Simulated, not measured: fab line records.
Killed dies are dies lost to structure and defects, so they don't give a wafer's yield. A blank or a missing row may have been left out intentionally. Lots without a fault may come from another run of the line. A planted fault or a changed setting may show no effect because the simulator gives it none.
A struck lot beside a sound one	flow sky130	15 out of 708 route steps
Sound: these wafers, L252.4, L252.5, L252.6. Wafers L247.2, L247.4, L247.5 were the ones struck. At the end, the cause is stated.
Order at every step that has rows: each side's tool, ch and its chambers, its first start. Under that, the readings that differ: sound wafers	struck wafers	difference of the means	sigmas: that difference in standard deviations of wafers without a fault.
alike: a reading whose means differ by less than 2 such deviations, as well as words and numbers matching on both sides. not compared: withheld readings; readings where some wafer has no value; bounds like >300 that might hide an equal value; numbers whose values overlap and for which the record gives no deviation.
The two part at a step that has a row with sigmas, a row that says differs or no value, or rows on one side only. Non-overlapping numbers with no deviation appear without sigmas and do not part them. Lack of a reading on every wafer of one side parts them only where that side has two or more wafers.

SKY_METAL2_THK_MEAS_06: measures by xrf.
  sound on filmMetro-01, day 39 08:05; struck on filmMetro-01, day 37 22:47
  alike: METAL2_ALCU_THK
then, 8 steps without rows for these wafers: SKY_METAL2_DEHYDRATE_07 (time 60 s); SKY_METAL2_HMDS_08 (prime time 60 s); SKY_METAL2_COAT_09 (resist thk 60 nm); SKY_METAL2_COAT_10 (resist thk 450 nm); SKY_METAL2_SOFTBAKE_11 (time 90 s); SKY_METAL2_EXPOSE_12 (exposes mask MM2, target cd 140 nm); SKY_METAL2_PEB_13; SKY_METAL2_DEVELOP_14 (develop time 60 s).
SKY_METAL2_CD_MEAS_15: the cd target is 140 nm.
  sound on cdSem-01, day 40 08:08; struck on cdSem-01, day 38 23:59
reading	sound	struck	difference	sigmas
cdNm (nm)	137.2 137.0 137.4	141.0 140.8 140.9	+3.7	+2
SKY_METAL2_OVL_MEAS_16:
  sound on overlay-02, day 40 08:13; struck on overlay-01, day 39 00:05
  alike: METAL2_OVL
SKY_METAL2_DESCUM_17: chemistry O2, time 8 s.
  sound on rieMetal-04 ch 0,1, day 40 08:15; struck on rieMetal-01 ch 0,1, day 39 00:07
  alike: drypumpMotorCurrentA, oesProductAu, rfFwdPowerW
  not compared: rfHoursCounterH
SKY_METAL2_ETCH_18: etches BARC in N2/H2, stops on SiO2, time 45.9 s, target depth 60 nm.
  sound on rieMetal-04 ch 0,1, day 40 08:17; struck on rieMetal-01 ch 0,1, day 39 00:10
reading	sound	struck	difference	sigmas
oesProductAu (a.u.)	0.857 0.853 0.853	0.950 0.942 0.960	+0.096	+20
rfFwdPowerW (W)	495.3 496.1 493.0	- - -	no value on the struck wafers	
runLengthS (s)	74.7 74.1 73.8	68.3 69.8 69.8	-4.9	-6
model.KrF-thick_of_METAL2_COAT_10.thkNm (nm)	393.6 392.3 393	395.1 396.4 395.6	+2.7	
  alike: drypumpMotorCurrentA, throttleValvePct
  not compared: rfHoursCounterH
SKY_METAL2_METAL_ETCH_19: etches the open film in Cl2/BCl3, stops on SiO2, target depth 360 nm, time 78 s.
  sound on rieMetal-04 ch 0,1, day 40 08:22; struck on rieMetal-01 ch 0,1, day 39 00:13
reading	sound	struck	difference	sigmas
rfFwdPowerW (W)	903 901 893	892 892 892	-7	-2
  alike: drypumpMotorCurrentA, oesProductAu, runLengthS, throttleValvePct
  not compared: rfHoursCounterH
-- the record jumps here: 10 days lie between the struck wafers' starts before and after (it left off in module METAL2 and takes up again in module PAD_OPEN, whose first step shown is number 708 of the route) --
SKY_PAD_OPEN_PROBE_99:
  sound on prober-02, day 49 17:14; struck on prober-02, day 48 14:43
  alike: defectLimitedYield, killed_at_M0_to_M3, killed_at_M4_up, killedAtContacts, killedAtFrontEnd, killedAtOther, killedDies, killedOpen, killedShort, sort_bin_3_pad_short, sort_bin_5_function, sort_bin_6_memory, sortNPass, sortYieldPct

== WHERE THEY PART ==
Earliest at SKY_METAL2_CD_MEAS_15; latest, in this record, at SKY_METAL2_METAL_ETCH_19. Later steps at which nothing parts them and some readings are alike: SKY_PAD_OPEN_PROBE_99.

WHY: what the simulator had put in
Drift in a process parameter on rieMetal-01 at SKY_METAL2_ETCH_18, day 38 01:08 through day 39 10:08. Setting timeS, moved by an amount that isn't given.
